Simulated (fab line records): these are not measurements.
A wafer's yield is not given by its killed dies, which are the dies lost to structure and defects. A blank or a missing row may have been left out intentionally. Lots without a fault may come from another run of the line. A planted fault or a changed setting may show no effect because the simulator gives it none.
fab line records ; flow sky130
record lots=6; wafers=16; last_day=50
route steps=708 shown METAL3@570 VIA3@573 PAD_OPEN@708
lots that met no fault: from a run of the same line without faults
start_h: hours from the record's first day to the start of the lot's first wafer shown ; wait_h: hours elapsed since this lot's preceding step ; " identical to the entry in the row above ; L1.1+2: a single row standing in for several wafers ; - no value present, or no start provided ; * or withheld: withheld ; < > ~ a bound
route shown NAME@n: a module of which the file shows steps, and the number in the route of the first ; usual: mean/standard deviation taken from wafers without a fault ; same: alike in all rows ; chamber/n: place in a boat ; sites: each site's reading ; _std_site: how widely they spread, as a standard deviation ; _edge_site: the outer-site mean with the inner-site mean subtracted ; radius_mm: for every site, how far away it sits from the centre of the wafer ; mask NAME#n: copy n ; behind: tool/chamber where the wafer was last shaped ; hold: why the lot went on hold/how many hours it stayed there/how the hold came to an end ; device: transistor that didn't switch, given as n, p or np ; end of line: tests of these same wafers at the route's end ; for a step that has no rows: nothing shown but its recipe ; killed: dies that structure and defects cost at the first sort, which is not the same as the wafer's yield ; map: shows each die of a wafer: x if killed, . if not, _ if none is there
set.NAME: the run value of the setting; set.NAME@STEP: its run value at that earlier step ; model.NAME: the simulator's own value behind a step, which no gauge read
lots at some steps of the route; a table a step, a row a wafer
services: the hour from which a tool's chamber was out of use, counted from the record's first day as start_h (under 0 if before that day), plus the number of hours and why
## steps
# step SKY_METAL3_STRIP_20
# recipe chemistry=post_etch_residue_remover; time_s=1200; temp_c=72.5
# step SKY_METAL3_CLEAN_21
# recipe chemistry=IPA; time_s=180; temp_c=25
# step SKY_METAL3_CLEAN_22
# recipe chemistry=O3/DIW; dry=n2_spin
# step SKY_VIA3_HDPCVD_00
# recipe material=SiO2; target_thk_nm=1635; sigma_open_frac=0.3; time_s=272.5; temp_c=400; sih4_flow_sccm=60; pressure_mtorr=6
# step SKY_VIA3_THK_MEAS_01
# recipe reads=SiO2_of_VIA3_HDPCVD_00
# usual VIA3_HDPCVD_THK=1638/20
lot.wafer;tool;chamber;start_h;wait_h;VIA3_HDPCVD_THK[nm]
L920.1;film_metro-01;-;944.47;0.1;1655
L920.2;film_metro-01;-;944.47;0.1;1637
L920.3;film_metro-01;-;944.47;0.1;1654
L921.4;film_metro-03;-;962.96;0.0;1643
L921.5;film_metro-03;-;962.96;0.0;1656
L921.6;film_metro-03;-;962.96;0.0;1653
L926.4;film_metro-02;-;996.15;0.0;1605
L926.5;film_metro-02;-;996.15;0.0;1637
L927.2;film_metro-03;-;997.10;0.1;1608
L927.4;film_metro-03;-;997.10;0.1;1613
L935.1;film_metro-02;-;1038.23;0.1;1598
L935.2;film_metro-02;-;1038.23;0.1;1628
L935.3;film_metro-02;-;1038.23;0.1;1618
L937.1;film_metro-01;-;1045.28;0.1;1605
L937.3;film_metro-01;-;1045.28;0.1;1619
L937.5;film_metro-01;-;1045.28;0.1;1643
# step SKY_VIA3_CMP_02
# recipe material=SiO2; down_force_psi=4; platen_rpm=60; pad_velocity_m_s=0.94248
# usual motor_current_A=11.8/1.1; retaining_ring_pressure_frac=1.000/0.0053
lot.wafer;tool;chamber;start_h;wait_h;motor_current_A;retaining_ring_pressure_frac
L920.3;cmp-01;2;944.53;0.0;11.7;1.011
L920.2;cmp-01;0;944.53;0.0;11.7;0.995
L920.1;cmp-01;1;944.53;0.0;11.6;1.001
L921.4;cmp-01;0;963.15;0.2;11.3;0.997
L921.6;cmp-01;1;963.15;0.2;11.8;0.995
L921.5;cmp-01;2;963.15;0.2;11.1;1.003
L926.4;cmp-01;2;996.23;0.1;11.1;0.998
L926.5;cmp-01;2;996.23;0.1;11.5;0.988
L927.4;cmp-02;2;997.15;0.0;9.6;0.999
L927.2;cmp-02;3;997.15;0.0;11.2;0.989
L935.3;cmp-02;3;1038.50;0.2;11.6;0.992
L935.1;cmp-02;0;1038.50;0.2;12.4;1.004
L935.2;cmp-02;1;1038.50;0.2;13.9;0.996
L937.3;cmp-02;2;1045.39;0.1;9.8;1.002
L937.1;cmp-02;0;1045.39;0.1;12.6;1.000
L937.5;cmp-02;1;1045.39;0.1;13.5;0.995
# step SKY_VIA3_BOW_MEAS_03
# recipe mode=bow
# usual VIA3_BOW=78/7.2
lot.wafer;tool;chamber;start_h;wait_h;VIA3_BOW[um]
L920.1;film_metro-03;-;944.83;0.1;72
L920.2;film_metro-03;-;944.83;0.1;79
L920.3;film_metro-03;-;944.83;0.1;84
L921.4;film_metro-01;-;963.37;0.2;80
L921.5;film_metro-01;-;963.37;0.2;85
L921.6;film_metro-01;-;963.37;0.2;86
L926.4;film_metro-03;-;996.54;0.3;69
L926.5;film_metro-03;-;996.54;0.3;74
L927.2;film_metro-03;-;997.47;0.2;82
L927.4;film_metro-03;-;997.47;0.2;73
L935.1;film_metro-02;-;1038.75;0.1;74
L935.2;film_metro-02;-;1038.75;0.1;82
L935.3;film_metro-02;-;1038.75;0.1;79
L937.1;film_metro-02;-;1045.64;0.1;65
L937.3;film_metro-02;-;1045.64;0.1;76
L937.5;film_metro-02;-;1045.64;0.1;73
# step SKY_VIA3_DEHYDRATE_04
# recipe temp_c=200; time_s=60
# step SKY_VIA3_HMDS_05
# recipe prime_time_s=60; prime_temp_c=120
# step SKY_VIA3_COAT_06
# recipe resist=BARC; temp_c=withheld; time_s=withheld; spin_rpm=3000; resist_thk_nm=60
# step SKY_VIA3_COAT_07
# recipe resist=KrF-thick; spin_rpm=3000; resist_thk_nm=450
# step SKY_VIA3_SOFTBAKE_08
# recipe temp_c=100; time_s=90; resist=KrF-thick
# step SKY_VIA3_EXPOSE_09
# recipe mask_id=VIM3; na=0.8; source_shape=annular; sigma_inner=0.55; sigma_outer=0.85; target_cd_nm=200; dose_mj=38
# same na=0.8
lot.wafer;tool;chamber;start_h;wait_h;mask
L920.1+2+3;krf_scanner-01;0;958.14;-;VIM3#0
L921.4+5+6;krf_scanner-02;0;975.14;-;VIM3#0
L926.4+5;krf_scanner-01;0;1008.62;-;VIM3#0
L927.2+4;krf_scanner-01;0;1009.79;-;VIM3#0
L935.1+2+3;krf_scanner-02;0;1050.67;-;VIM3#0
L937.1+3+5;krf_scanner-02;0;1057.34;-;VIM3#0
# step SKY_VIA3_PEB_10
# recipe peb_temp_c=withheld; peb_time_s=withheld; resist=KrF-thick
# step SKY_VIA3_DEVELOP_11
# recipe develop_time_s=60; resist=KrF-thick; dev_temp_c=21
# step SKY_VIA3_CD_MEAS_12
# recipe target_cd_nm=200
# usual cd_nm=200.5/1.3
lot.wafer;tool;chamber;start_h;wait_h;hold;cd_nm
L920.1;cd_sem-02;-;969.43;-;-;202.5
L920.2;cd_sem-02;-;969.43;-;-;203.0
L920.3;cd_sem-02;-;969.43;-;-;200.7
L921.4;cd_sem-02;-;986.74;-;-;199.2
L921.5;cd_sem-02;-;986.74;-;-;198.8
L921.6;cd_sem-02;-;986.74;-;-;199.9
L926.4;cd_sem-01;-;1019.46;-;await_dispo/0.2h/release;152.8
L926.5;cd_sem-01;-;1019.46;-;await_dispo/0.2h/release;153.0
L926.4;cd_sem-01;-;1019.75;0.3;-;152.9
L926.5;cd_sem-01;-;1019.75;0.3;-;153.0
L927.2;cd_sem-01;-;1020.88;-;await_dispo/0.2h/release;200.6
L927.4;cd_sem-01;-;1020.88;-;await_dispo/0.2h/release;153.7
L927.2;cd_sem-01;-;1021.17;0.3;-;200.4
L927.4;cd_sem-01;-;1021.17;0.3;-;153.4
L935.1;cd_sem-01;-;1061.58;-;-;199.8
L935.2;cd_sem-01;-;1061.58;-;-;201.2
L935.3;cd_sem-01;-;1061.58;-;-;200.9
L937.1;cd_sem-02;-;1067.60;-;-;200.9
L937.3;cd_sem-02;-;1067.60;-;-;199.6
L937.5;cd_sem-02;-;1067.60;-;-;201.2
# step SKY_VIA3_OVL_MEAS_13
# usual VIA3_OVL=3/5.3
lot.wafer;tool;chamber;start_h;wait_h;hold;VIA3_OVL[nm]
L920.1;overlay-02;-;969.55;0.1;-;4
L920.2;overlay-02;-;969.55;0.1;-;4
L920.3;overlay-02;-;969.55;0.1;-;1
L921.4;overlay-01;-;986.82;0.1;-;9
L921.5;overlay-01;-;986.82;0.1;-;7
L921.6;overlay-01;-;986.82;0.1;-;4
L927.2;overlay-02;-;1022.27;1.1;await_dispo/1.0h/release;5
L927.4;overlay-02;-;1022.27;1.1;await_dispo/1.0h/release;-8
L926.4;overlay-01;-;1025.34;5.6;await_dispo/5.5h/release;1
L926.5;overlay-01;-;1025.34;5.6;await_dispo/5.5h/release;4
L935.1;overlay-01;-;1061.70;0.1;-;8
L935.2;overlay-01;-;1061.70;0.1;-;10
L935.3;overlay-01;-;1061.70;0.1;-;1
L937.1;overlay-02;-;1067.72;0.1;-;1
L937.3;overlay-02;-;1067.72;0.1;-;1
L937.5;overlay-02;-;1067.72;0.1;-;-9
# step SKY_VIA3_ETCH_14
# recipe chemistry=N2/H2; target=BARC; ion_energy_ev=200; source_w=500; bias_w=100; pressure_mtorr=30; n2_flow_sccm=100; h2_flow_sccm=200; stop_on=SiO2; time_s=45.9; target_depth_a=600
# usual drypump_motor_current_A=6.0/0.35; oes_product_au=0.855/0.005; throttle_valve_pct=13.224/0.0089
lot.wafer;tool;chamber;start_h;wait_h;drypump_motor_current_A;oes_product_au;rf_hours_counter_h;throttle_valve_pct;model.VIA3.cd_nm
L920.1;rie_diel-04;1;969.59;0.0;6.0;0.854;24;13.219;201.9
L920.2;rie_diel-04;0;969.59;0.0;6.6;0.855;23;13.213;202.5
L920.3;rie_diel-04;2;969.59;0.0;5.5;0.860;18;13.236;200.3
L921.4;rie_diel-04;3;986.84;0.0;5.9;0.850;21;13.229;200.1
L921.5;rie_diel-04;2;986.84;0.0;5.6;0.854;-;13.231;198.4
L921.6;rie_diel-04;3;986.84;0.0;5.9;0.852;-;13.212;200.5
L927.2;rie_diel-01;2;1022.30;0.0;6.5;0.845;3;13.215;200.9
L927.4;rie_diel-01;0;1022.30;0.0;6.0;0.847;20;13.218;153.3
L926.4;rie_diel-04;3;1025.36;0.0;5.9;0.854;22;13.220;153.5
L926.5;rie_diel-04;1;1025.36;0.0;6.0;0.858;-;13.220;152.5
L935.1;rie_diel-01;2;1061.74;0.0;6.5;0.855;4;13.222;200.9
L935.2;rie_diel-01;0;1061.74;0.0;6.0;0.861;21;13.231;201.2
L935.3;rie_diel-01;3;1061.74;0.0;5.7;0.859;19;13.218;201.5
L937.1;rie_diel-04;0;1067.76;0.0;6.6;0.855;26;13.221;200.4
L937.3;rie_diel-04;2;1067.76;0.0;5.6;0.858;22;13.220;198.8
L937.5;rie_diel-04;0;1067.76;0.0;6.6;0.857;-;13.239;200.4
# step SKY_VIA3_ETCH_15
# recipe target=SiO2; chemistry=C4F8/O2/Ar; target_depth_nm=507; stop_on=TiN; mask_material=KrF-thick; source_w=1500; bias_w=1200; pressure_mtorr=40; c4f8_flow_sccm=withheld; O2_flow_sccm=6; Ar_flow_sccm=300; time_s=78
# usual oes_product_au=0.947/0.0047
lot.wafer;tool;chamber;start_h;wait_h;oes_product_au;rf_hours_counter_h;model.VIA3.cd_nm
L920.1;rie_diel-04;1;969.63;0.0;0.946;24;200.6
L920.2;rie_diel-04;0;969.63;0.0;0.954;23;205.3
L920.3;rie_diel-04;2;969.63;0.0;0.946;18;199.7
L921.4;rie_diel-04;3;986.88;0.0;0.951;21;198.1
L921.5;rie_diel-04;2;986.88;0.0;0.948;-;196
L921.6;rie_diel-04;3;986.88;0.0;0.946;-;199.1
L927.2;rie_diel-01;2;1022.34;0.0;0.947;3;200.2
L927.4;rie_diel-01;0;1022.34;0.0;0.954;20;153.8
L926.4;rie_diel-04;3;1025.40;0.0;0.944;22;153.1
L926.5;rie_diel-04;1;1025.40;0.0;0.943;-;152.1
L935.1;rie_diel-01;2;1061.78;0.0;0.951;4;196.6
L935.2;rie_diel-01;0;1061.78;0.0;0.949;21;201.1
L935.3;rie_diel-01;3;1061.78;0.0;0.941;19;203.2
L937.1;rie_diel-04;0;1067.80;0.0;0.951;26;201.6
L937.3;rie_diel-04;2;1067.80;0.0;0.941;22;196.6
L937.5;rie_diel-04;0;1067.80;0.0;0.949;-;200.3
# step SKY_VIA3_STRIP_16
# recipe chemistry=O2/N2; power_w=1400; pressure_mtorr=1500; platen_temp_c=withheld; o2_flow_sccm=3000; n2_flow_sccm=300; overash_fraction=0.5
# usual drypump_motor_current_A=5.8/0.3; oes_product_au=0.402/0.0051; strip_time_to_endpoint_s=4.139/0.022
lot.wafer;tool;chamber;start_h;wait_h;drypump_motor_current_A;oes_product_au;rf_hours_counter_h;strip_time_to_endpoint_s
L920.1;plasma_asher-04;1;969.69;0.0;6.3;0.403;116;4.159
L920.2;plasma_asher-04;0;969.69;0.0;5.7;0.404;116;4.147
L920.3;plasma_asher-04;0;969.69;0.0;5.8;0.393;-;4.152
L921.4;plasma_asher-04;0;986.97;0.1;5.8;0.401;-;4.125
L921.5;plasma_asher-04;0;986.97;0.1;5.8;0.406;-;4.089
L921.6;plasma_asher-04;1;986.97;0.1;6.4;0.403;-;4.081
L927.2;plasma_asher-02;0;1022.40;0.0;5.8;0.406;27;4.149
L927.4;plasma_asher-02;0;1022.40;0.0;5.8;0.410;-;4.137
L926.4;plasma_asher-02;0;1025.55;0.1;5.8;0.392;-;4.135
L926.5;plasma_asher-02;1;1025.55;0.1;5.9;0.413;-;4.153
L935.1;plasma_asher-02;1;1061.84;0.0;5.8;0.407;31;4.111
L935.2;plasma_asher-02;0;1061.84;0.0;5.8;0.395;31;4.142
L935.3;plasma_asher-02;0;1061.84;0.0;5.8;0.396;-;4.095
L937.1;plasma_asher-02;1;1067.86;0.0;5.9;0.407;32;4.122
L937.3;plasma_asher-02;0;1067.86;0.0;5.8;0.401;-;4.112
L937.5;plasma_asher-02;0;1067.86;0.0;5.8;0.402;-;4.125
# step SKY_PAD_OPEN_PROBE_99
# usual defect_limited_yield=82.5/1.9; killed_at_M0_to_M3=43/6.8; killed_at_M4_up=3.0/1.6; killed_at_contacts=25/6; killed_at_front_end=15/4.4; killed_at_other=0.3/0.52; killed_dies=86/9.6; killed_on_rim=17/3.5; killed_open=47/6.7; killed_short=39/6.8; sort_bin_3_pad_short=0.9/0.43; sort_bin_5_function=10.3/1.5; sort_bin_6_memory=6.3/1.1; sort_n_pass=406/9.6; sort_yield_pct=82.5/1.9
# same gross_dies=492; killed_at_back_side=0; sort_bin_4_leakage[%]=0; sort_bin_8_speed[%]=0
lot.wafer;tool;chamber;start_h;wait_h;hold;defect_limited_yield[%];killed_at_M0_to_M3;killed_at_M4_up;killed_at_contacts;killed_at_front_end;killed_at_other;killed_dies;killed_on_rim;killed_open;killed_short;sort_bin_3_pad_short[%];sort_bin_5_function[%];sort_bin_6_memory[%];sort_n_pass;sort_yield_pct[%]
L920.1;prober-02;-;1109.00;0.1;-;80.7;50;2;25;17;1;95;17;53;42;1.0;11.6;6.7;397;80.7
L920.2;prober-02;-;1109.05;0.1;-;78.7;37;3;47;18;0;105;23;64;41;1.2;11.4;8.7;387;78.7
L920.3;prober-02;-;1109.10;0.2;-;84.6;34;3;21;17;1;76;13;39;37;0.8;8.3;6.3;416;84.6
L921.4;prober-02;-;1126.96;0.2;-;79.7;43;3;37;16;1;100;21;54;45;1.2;12.2;6.9;392;79.7
L921.5;prober-02;-;1127.01;0.2;-;83.1;37;3;28;15;0;83;18;48;35;0.8;8.7;7.3;409;83.1
L921.6;prober-02;-;1127.06;0.2;-;81.3;43;1;32;16;0;92;27;59;33;1.6;10.8;6.3;400;81.3
L926.4;prober-02;-;1154.50;0.2;await_dispo/4.6h/release;2.8;438;5;23;12;0;478;91;55;36;0.2;91.1;5.9;14;2.8
L926.5;prober-02;-;1154.55;0.2;await_dispo/4.6h/release;2.0;431;6;25;20;0;482;95;51;40;0.4;90.9;6.7;10;2.0
L927.2;prober-02;-;1155.90;0.1;await_dispo/1.6h/release;83.5;34;2;33;12;0;81;17;41;40;0.6;8.9;6.9;411;83.5
L927.4;prober-02;-;1156.00;0.2;await_dispo/1.6h/release;1.8;449;8;16;10;0;483;95;41;39;0.8;92.9;4.5;9;1.8
L937.1;prober-01;-;1190.38;0.1;-;84.1;40;1;23;14;0;78;15;39;38;0.4;10.2;5.3;414;84.1
L937.3;prober-01;-;1190.48;0.2;-;79.3;45;4;27;26;0;102;21;54;47;1.0;11.6;8.1;390;79.3
L937.5;prober-01;-;1190.58;0.2;-;83.1;37;3;29;13;1;83;20;47;35;1.2;9.3;6.3;409;83.1
# killed by level:class
L920.1 CONTACT:geometric_particle:open=14 VIA1:geometric_particle:open=14 POLY_GATE:geometric_particle:short=7 VIA3:geometric_particle:open=7 VIA2:geometric_particle:open=7 METAL1:geometric_particle:short=6 LI_CONTACT:geometric_particle:open=5 METAL2:geometric_particle:short=5
L920.2 CONTACT:geometric_particle:open=17 CONTACT:geometric_particle:short=11 LI_CONTACT:geometric_particle:open=10 VIA3:geometric_particle:open=8 POLY_GATE:geometric_particle:open=7 VIA1:geometric_particle:open=7 POLY_GATE:geometric_particle:short=6 VIA2:geometric_particle:open=6
L920.3 LI_CONTACT:geometric_particle:open=9 VIA2:geometric_particle:open=9 METAL2:geometric_particle:short=7 FIELD_ISO:geometric_particle:short=5 POLY_GATE:geometric_particle:short=5 VIA1:geometric_particle:open=5 CONTACT:geometric_particle:open=4 LOCAL_INTERCONNECT:geometric_particle:short=3
L921.4 CONTACT:geometric_particle:open=12 VIA1:geometric_particle:open=9 VIA1:geometric_particle:short=9 LI_CONTACT:geometric_particle:open=8 CONTACT:geometric_particle:short=8 LI_CONTACT:geometric_particle:short=5 VIA2:geometric_particle:open=5 FIELD_ISO:geometric_particle:open=4
L921.5 VIA1:geometric_particle:open=9 LI_CONTACT:geometric_particle:open=8 CONTACT:geometric_particle:open=7 VIA3:geometric_particle:open=7 FIELD_ISO:geometric_particle:open=5 VIA2:geometric_particle:open=5 CONTACT:geometric_particle:short=5 METAL1:geometric_particle:short=5
L921.6 CONTACT:geometric_particle:open=14 VIA3:geometric_particle:open=9 VIA1:geometric_particle:open=9 LI_CONTACT:geometric_particle:short=8 LI_CONTACT:geometric_particle:open=7 FIELD_ISO:geometric_particle:open=5 VIA2:geometric_particle:open=5 FIELD_ISO:geometric_particle:short=4
L926.4 VIA3:area_expose=387 VIA1:geometric_particle:open=13 CONTACT:geometric_particle:open=12 VIA2:geometric_particle:open=7 VIA3:geometric_particle:open=7 METAL2:geometric_particle:short=6 FIELD_ISO:geometric_particle:open=5 VIA1:geometric_particle:short=5
L926.5 VIA3:area_expose=391 VIA3:geometric_particle:open=8 CONTACT:geometric_particle:open=8 VIA1:geometric_particle:open=8 FIELD_ISO:geometric_particle:open=7 LI_CONTACT:geometric_particle:open=7 CONTACT:geometric_particle:short=6 METAL2:geometric_particle:short=5
L927.2 CONTACT:geometric_particle:open=11 VIA1:geometric_particle:open=9 LOCAL_INTERCONNECT:geometric_particle:short=7 LI_CONTACT:geometric_particle:short=6 VIA2:geometric_particle:open=6 METAL2:geometric_particle:short=5 POLY_GATE:geometric_particle:short=4 LI_CONTACT:geometric_particle:open=4
L927.4 VIA3:area_expose=403 VIA2:geometric_particle:open=9 CONTACT:geometric_particle:open=7 METAL4:geometric_particle:short=7 VIA1:geometric_particle:open=7 VIA3:geometric_particle:open=7 METAL1:geometric_particle:short=6 METAL2:geometric_particle:short=5
L937.1 CONTACT:geometric_particle:open=10 VIA2:geometric_particle:open=9 LI_CONTACT:geometric_particle:short=6 VIA1:geometric_particle:short=6 METAL2:geometric_particle:short=5 VIA3:geometric_particle:open=5 POLY_GATE:geometric_particle:short=4 VIA1:geometric_particle:open=4
L937.3 LI_CONTACT:geometric_particle:open=11 VIA1:geometric_particle:open=8 CONTACT:geometric_particle:open=7 VIA3:geometric_particle:open=7 VIA2:geometric_particle:open=7 FIELD_ISO:geometric_particle:short=6 FIELD_ISO:geometric_particle:open=5 METAL1:geometric_particle:short=5
L937.5 CONTACT:geometric_particle:open=12 VIA2:geometric_particle:open=9 VIA1:geometric_particle:open=9 LI_CONTACT:geometric_particle:open=6 LI_CONTACT:geometric_particle:short=5 LOCAL_INTERCONNECT:geometric_particle:short=5 FIELD_ISO:geometric_particle:open=4 METAL1:geometric_particle:short=4
# map L926.5 (x killed, . not)
__________xxxxxxxxxx_________
________xxxxxxx.xxxxxx_______
______xxxxxxxxxxxxxxxxxx_____
_____xxxxxxxx.xxx.xxxxxxx____
____xxxxxxx.xxxxxxxxxxxxxx___
___xxxxxxxxxxxxxxxxxxxxxxxx__
__xxx.xxxxxxxxxxxxxxxx.xxxxx_
_xxxxxxxxxxxxxxx.xxxxxxxxxxx.
_xxxxxxxxxxxxxxxxxxx.xxxxxxxx
_xxxxxxxxx.xxxxxxxxxxxxxxxxxx
_xxxxxxxxxxxxxxxxxxxxxxxxxxxx
_xxxxxxxxxxxxxxxxxxxxxxxxxxxx
_xxxxxxxxxxxxxxxxxxxxxxxxxxxx
_xxxxxxxxxxxxxxxxxxxxxxxxxxxx
_xxxxxxxxxxxxxxxxxxxxxxxxxxxx
__xxxxxxxxxxxxxxxxxxxxxxxxxx_
___xxxxxxxxxxxxxxxxxxxxxxxx__
____xxxxxxxxxxxxxxxxxxxxxx___
_____xxxxxxxxxxxxxxxxxxxx____
______xxxxxxxxxxxxxxxxxx_____
________xxxxxxxxxxxxxx_______
__________xxxxxxxxxx_________
# map L927.4 (x killed, . not)
__________xxxxxxxxxx_________
________xxxxxxxxxxxxxx_______
______x.xxxxxxxx.xx.xxxx_____
_____xxxxx.xxxxxxxxxxxxxx____
____xxxxxxxxxxxxxxxxx.xxxx___
___xxxxxxxxxxxxx.xxxxxxxxxx__
__xxxxxxxxxxxxxxxxxxxxxxxxxx_
_xxxxxxxxxxxxx.xxxxxxxxxxxxxx
_xxxxxxxxxxxxxxx.xxxxxxxxxxxx
_xxxxxxxxxx.xxxxxxxxxxxxxxxxx
_xxxxxxxxxxxxxxxxxxxxxxxxxxxx
_xxxxxxxxxxxxxxxxxxxxxxxxxxxx
_xxxxxxxxxxxxxxxxxxxxxxxxxxxx
_xxxxxxxxxxxxxxxxxxxxxxxxxxxx
_xxxxxxxxxxxxxxxxxxxxxxxxxxxx
__xxxxxxxxxxxxxxxxxxxxxxxxxx_
___xxxxxxxxxxxxxxxxxxxxxxxx__
____xxxxxxxxxxxxxxxxxxxxxx___
_____xxxxxxxxxxxxxxxxxxxx____
______xxxxxxxxxxxxxxxxxx_____
________xxxxxxxxxxxxxx_______
__________xxxxxxxxxx_________
## services
tool;chamber;start_h;hours;kind
cmp-02;-;926.20;4.0;pm
krf_scanner-01;-;926.77;0.3;repair
krf_scanner-02;-;926.94;0.2;repair
cmp-02;-;930.20;-;consumable_replace:conditioner
cmp-02;-;930.20;-;consumable_replace:pad
krf_scanner-01;-;930.72;1.6;repair
cmp-01;-;932.08;3.0;repair
cmp-02;-;935.11;6.6;pm
krf_scanner-01;-;940.82;1.0;pm
krf_scanner-02;-;943.40;1.0;pm
plasma_asher-04;-;957.15;0.3;repair
krf_scanner-02;-;963.77;0.9;repair
krf_scanner-02;0;964.93;-;calibration
rie_diel-04;3;966.24;6.9;repair
krf_scanner-02;-;967.84;1.3;pm
krf_scanner-01;-;976.60;0.8;pm
rie_diel-04;1;993.94;7.2;repair
rie_diel-04;-;999.06;0.7;repair
plasma_asher-04;-;1012.25;2.1;repair
krf_scanner-02;-;1039.86;0.8;pm
krf_scanner-01;-;1040.61;1.3;pm
plasma_asher-04;-;1055.32;9.0;pm
krf_scanner-01;0;1055.75;-;calibration
plasma_asher-04;-;1067.62;1.2;repair
## key
first_sign step=SKY_VIA3_CD_MEAS_12; reading=visit; direction=added
effect step=SKY_VIA3_CD_MEAS_12; reading=cd_nm; direction=down; sigmas=35; usual=200.5; struck=153.2
effect step=SKY_PAD_OPEN_PROBE_99; reading=killed_at_M0_to_M3; direction=up; sigmas=59; usual=43; struck=439
model_effect step=SKY_VIA3_ETCH_14; value=VIA3.cd_nm; without=201; struck=153.1
model_effect step=SKY_VIA3_ETCH_15; value=VIA3.cd_nm; without=200.8; struck=153
more_kills_born_at SKY_VIA3_EXPOSE_09@krf_scanner-01=1181
met_at SKY_VIA3_EXPOSE_09
struck_wafers L926.4,L926.5,L927.4
later_rows_left_out L926.4,L926.5,L927.4
onset_between 958.14 1008.62
fault kind=process_parameter_drift; tool=krf_scanner-01; chamber=-; onset_h=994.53; steps=SKY_VIA3_EXPOSE_09; channel=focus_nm; offset=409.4; shape=step; end_h=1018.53; scope=struck_wafers_only
# later_rows_left_out: the simulator's readings of these wafers behind a module that went badly wrong aren't trusted and aren't shown, but for the sort
